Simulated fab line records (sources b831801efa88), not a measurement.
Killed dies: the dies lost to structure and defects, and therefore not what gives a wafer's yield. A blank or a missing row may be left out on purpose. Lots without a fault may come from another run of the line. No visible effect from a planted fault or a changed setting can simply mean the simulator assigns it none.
The tool behind it: which one? || flow sky130 || 21 wafers from 7 lots sampled at 2 of the route's 708 steps

== WHAT THE GAUGES SHOWED, per wafer ==
SKY_FIELD_ISO_CD_MEAS_13: the cd target is 150 nm.
{"lot": "L548", "measured": "day 2 09:07", "on": "cd-sem-01", "cd-nm (nm)": "151.8 148.7 150.2"}
{"lot": "L551", "measured": "day 3 02:02", "on": "cd-sem-01", "cd-nm (nm)": "147.1 148.1 147.5"}
{"lot": "L555", "measured": "day 4 01:07", "on": "cd-sem-01", "cd-nm (nm)": "149.1 150.8 150.2"}
{"lot": "L559", "measured": "day 4 18:24", "on": "cd-sem-02", "cd-nm (nm)": "109.3 108.9 110.4"}
{"lot": "L561", "measured": "day 5 07:22", "on": "cd-sem-01", "cd-nm (nm)": "151.6 151.2 151.7"}
{"lot": "L568", "measured": "day 6 18:02", "on": "cd-sem-01", "cd-nm (nm)": "147.7 146.7 146.8"}
{"lot": "L570", "measured": "day 7 03:53", "on": "cd-sem-01", "cd-nm (nm)": "151.1 150.6 149.3"}

== WHICH TOOL RAN EACH LOT (tool, then ch and the chambers of the sampled wafers, then the start) ==
{"lot": "L548", "SKY_FIELD_ISO_EXPOSE_10": "krf-scanner-02 ch 0, day 2 01:52"}
{"lot": "L551", "SKY_FIELD_ISO_EXPOSE_10": "krf-scanner-01 ch 0, day 2 18:20"}
{"lot": "L555", "SKY_FIELD_ISO_EXPOSE_10": "krf-scanner-02 ch 0, day 3 16:52"}
{"lot": "L559", "SKY_FIELD_ISO_EXPOSE_10": "krf-scanner-02 ch 0, day 4 10:14"}
{"lot": "L561", "SKY_FIELD_ISO_EXPOSE_10": "krf-scanner-01 ch 0, day 4 22:13"}
{"lot": "L568", "SKY_FIELD_ISO_EXPOSE_10": "krf-scanner-01 ch 0, day 6 08:05"}
{"lot": "L570", "SKY_FIELD_ISO_EXPOSE_10": "krf-scanner-01 ch 0, day 6 18:37"}
- SKY_FIELD_ISO_EXPOSE_10: exposes mask FOM, target cd 150 nm.

== THE ANSWER, worked out from the rows above alone ==
Rule: the lots themselves supply what counts as usual. The widest of any qualifying gaps counts: lots, ordered by their means at a reading, are off when they make up no more than a third of the lots, leave a main group of 4 or more, and stand apart from it by 3 or more times the standard deviation of that group's means. A main group is skipped when, at the precision printed for the reading in the tables above, its means are all equal. A lot without any number at a reading at which 4 lots or more have one is off too. Any other lot the step has rows for is counted as sound.
Off: L559, at SKY_FIELD_ISO_CD_MEAS_13 (cd-nm). For the main group the mean is 149.5 nm and the standard deviation 1.6.
If a tool, at a process step before that reading, ran all the lots that are off and no sound lot after the first of them, it fits. The gauges at SKY_FIELD_ISO_CD_MEAS_13 are tried like those tools. Can't be told from this: 2 tools fit, krf-scanner-02 at SKY_FIELD_ISO_EXPOSE_10, cd-sem-02 at SKY_FIELD_ISO_CD_MEAS_13.

== WHAT WAS PUT IN BY THE SIMULATOR ==
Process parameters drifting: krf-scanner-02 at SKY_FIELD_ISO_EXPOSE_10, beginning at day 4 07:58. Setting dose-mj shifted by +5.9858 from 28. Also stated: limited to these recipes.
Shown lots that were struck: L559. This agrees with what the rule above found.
